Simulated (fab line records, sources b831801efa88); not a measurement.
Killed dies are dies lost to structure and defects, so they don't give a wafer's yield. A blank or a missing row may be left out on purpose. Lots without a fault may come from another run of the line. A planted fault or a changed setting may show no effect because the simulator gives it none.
Which tool did it? | flow sky130 | 7 lots, 21 wafers sampled, at 3 steps of a route of 708

WHAT THE GAUGES READ, wafer by wafer
SKY_VT_ADJUST_HVTR_OVL_MEAS_08.
lot  | measured     | on         | VT_ADJUST_HVTR_OVL (nm)
L540 | day 10 09:14 | overlay-02 | 2.5 3.0 1.6
L544 | day 11 15:52 | overlay-02 | -0.5 0.3 0.8
L548 | day 12 17:34 | overlay-02 | -0.9 -1.7 -1.0
L553 | day 14 00:52 | overlay-01 | -1.5 -1.6 0.0
L556 | day 14 21:25 | overlay-01 | 3.0 3.0 3.1
L558 | day 15 14:26 | overlay-01 | 2.8 3.2 3.3
L560 | day 16 18:25 | overlay-02 | 3.1 0.2 0.8

WHICH TOOL RAN EACH LOT (tool, then ch and the chambers of the sampled wafers, then the start)
lot  | SKY_FIELD_ISO_STRIP_16              | SKY_NWELL_DEVELOP_09
L540 | plasma_asher-01 ch 0,1, day 2 15:40 | litho_track-02 ch 0, day 5 08:00
L544 | plasma_asher-04 ch 0,1, day 3 14:47 | litho_track-04 ch 0, day 6 06:00
L548 | plasma_asher-04 ch 0, day 4 13:35   | litho_track-01, day 7 03:00
L553 | plasma_asher-02 ch 0,1, day 5 11:47 | litho_track-04 ch 0, day 8 04:00
L556 | plasma_asher-01 ch 0,1, day 6 03:08 | litho_track-02 ch 0, day 8 20:00
L558 | plasma_asher-04 ch 0,1, day 6 13:31 | litho_track-04 ch 0, day 9 09:00
L560 | plasma_asher-02 ch 0,1, day 7 00:50 | litho_track-02 ch 0, day 10 07:00
- SKY_FIELD_ISO_STRIP_16: strips in O2/N2.
- SKY_NWELL_DEVELOP_09: develop time 60 s.

THE ANSWER, worked out from the rows above alone
Rule: what is usual is taken from the lots themselves. Put in order of their means at a reading, lots are off if they are a third of the lots or fewer, leave a main group of 4 or more, and stand apart from it by a gap of 3 or more times the standard deviation of the main group's means; of several such gaps the widest counts. A main group whose means are all the same, to the digits that the tables above print for the reading, isn't used. A lot without any number at a reading at which 4 lots or more have one is off too. The other lots that the step has rows for count as sound.
No lot is off at any reading shown: from this, nothing can be told.

WHAT THE SIMULATOR HAD PUT IN
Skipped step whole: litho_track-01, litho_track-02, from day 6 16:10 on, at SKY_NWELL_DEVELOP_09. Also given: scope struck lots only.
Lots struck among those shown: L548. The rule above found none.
